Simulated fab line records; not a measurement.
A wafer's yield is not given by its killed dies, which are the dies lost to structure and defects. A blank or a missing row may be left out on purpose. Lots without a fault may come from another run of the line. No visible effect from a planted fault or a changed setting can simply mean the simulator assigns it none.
A struck lot beside a sound one ; flow sky130 ; 23 steps out of a route of 708
Sound: these wafers, L145.2, L145.4, L145.6. Wafers struck: L158.1, L158.3, L158.5. The cause comes at the end.
Order at every step that has rows: each side's tool, ch and its chambers, its first start. Under that, the readings that differ: sound wafers ; struck wafers ; difference of the means ; sigmas: that difference in standard deviations of wafers without a fault.
alike: words and numbers the same on both sides, and readings whose means are apart by under 2 such deviations; not compared: readings that were withheld, readings missing a value for some wafer, numbers with overlapping values and no deviation given by the record, and bounds like >300 which may hide the same value.
Wherever a step has rows on one side only, a row that says differs or no value, or a row with sigmas, the two part there. Non-overlapping numbers with no deviation appear without sigmas and do not part them. A reading that every wafer of one side lacks parts them only if that side has two wafers or more.

SKY_PASSIVATION_CVD_00: deposits SiO2, target thk 90 nm.
  sound on pecvd-04 ch 1,2, day 46 05:35; struck on pecvd-02 ch 0,1,2, day 49 06:05
  alike: heaterPowerW
SKY_PASSIVATION_THK_MEAS_01:
  sound on filmMetro-03, day 46 05:38; struck on filmMetro-02, day 49 06:07
  alike: PASSIVATION_CVD_00_THK
SKY_PASSIVATION_CVD_02: deposits Si3N4, target thk 540 nm.
  sound on pecvd-03 ch 1,2, day 46 05:41; struck on pecvd-03 ch 0, day 49 06:10
  alike: heaterPowerW
SKY_PASSIVATION_THK_MEAS_03:
  sound on filmMetro-02, day 46 05:55; struck on filmMetro-03, day 49 06:31
  alike: PASSIVATION_CVD_02_THK
then, 7 steps without rows for these wafers: SKY_PASSIVATION_DEHYDRATE_04 (time 60 s); SKY_PASSIVATION_HMDS_05 (prime time 60 s); SKY_PASSIVATION_COAT_06 (resist thk 3000 nm); SKY_PASSIVATION_SOFTBAKE_07; SKY_PASSIVATION_EXPOSE_08 (exposes mask NSM, target cd 3000 nm); SKY_PASSIVATION_PEB_09; SKY_PASSIVATION_DEVELOP_10 (develop time 60 s).
SKY_PASSIVATION_ETCH_11: etches the open film in CF4/O2, stops on AlCu, target depth 725 nm, time 161.1 s.
  sound on rieDiel-04 ch 1,2, day 47 02:27; struck on rieDiel-01 ch 0,1,2, day 49 23:14
  alike: drypumpMotorCurrentA, oesProductAu, throttleValvePct
  not compared: rfHoursCounterH
SKY_PASSIVATION_STRIP_12: strips in O2/N2.
  sound on plasmaAsher-01 ch 0,1, day 47 02:34; struck on plasmaAsher-04 ch 0,1, day 49 23:20
  no value came back on the struck wafers for any of 5 readings (chamberPressureMTorr (mTorr), drypumpMotorCurrentA (A) and others); on the sound wafers chamberPressureMTorr (mTorr) reads 1498.9 1500.7 1497.9
reading;sound;struck;difference;sigmas
model.coat_of_PASSIVATION_COAT_06.thkNm (nm);0 0 0;2523 2527 2514;+2521;
  not compared: rfHoursCounterH
then, 7 steps without rows for these wafers: SKY_PAD_OPEN_DEHYDRATE_00 (time 60 s); SKY_PAD_OPEN_HMDS_01 (prime time 60 s); SKY_PAD_OPEN_COAT_02 (resist thk 3000 nm); SKY_PAD_OPEN_SOFTBAKE_03; SKY_PAD_OPEN_EXPOSE_04 (exposes mask PDM, target cd 60000 nm); SKY_PAD_OPEN_PEB_05; SKY_PAD_OPEN_DEVELOP_06 (develop time 60 s).
SKY_PAD_OPEN_ETCH_07: etches the open film in CF4/O2, stops on AlCu, target depth 725 nm, time 153.4 s.
  sound on rieDiel-04 ch 0,2, day 47 22:32; struck on rieDiel-03 ch 1,3, day 50 16:01
  alike: drypumpMotorCurrentA, oesProductAu, throttleValvePct
  not compared: rfHoursCounterH
SKY_PAD_OPEN_STRIP_08: strips in O2/N2.
  sound on plasmaAsher-02 ch 0,1, day 47 22:38; struck on plasmaAsher-03 ch 0,1, day 50 16:07
reading;sound;struck;difference;sigmas
oesProductAu (a.u.);0.660 0.672 0.663;0.693 0.699 0.700;+0.032;+7
stripTimeToEndpointS (s);37.09 37.12 37.12;74.19 74.26 74.15;+37.09;+99 or more
  alike: chamberPressureMTorr, drypumpMotorCurrentA, o2FlowSccm
  not compared: rfHoursCounterH
then, 1 step without rows for these wafers: SKY_PAD_OPEN_STRIP_09 (strips in post etch residue remover, time 1200 s).

== WHERE THEY PART ==
First at SKY_PASSIVATION_STRIP_12; last, within this record, at SKY_PAD_OPEN_STRIP_08.

WHY: what had been put in by the simulator
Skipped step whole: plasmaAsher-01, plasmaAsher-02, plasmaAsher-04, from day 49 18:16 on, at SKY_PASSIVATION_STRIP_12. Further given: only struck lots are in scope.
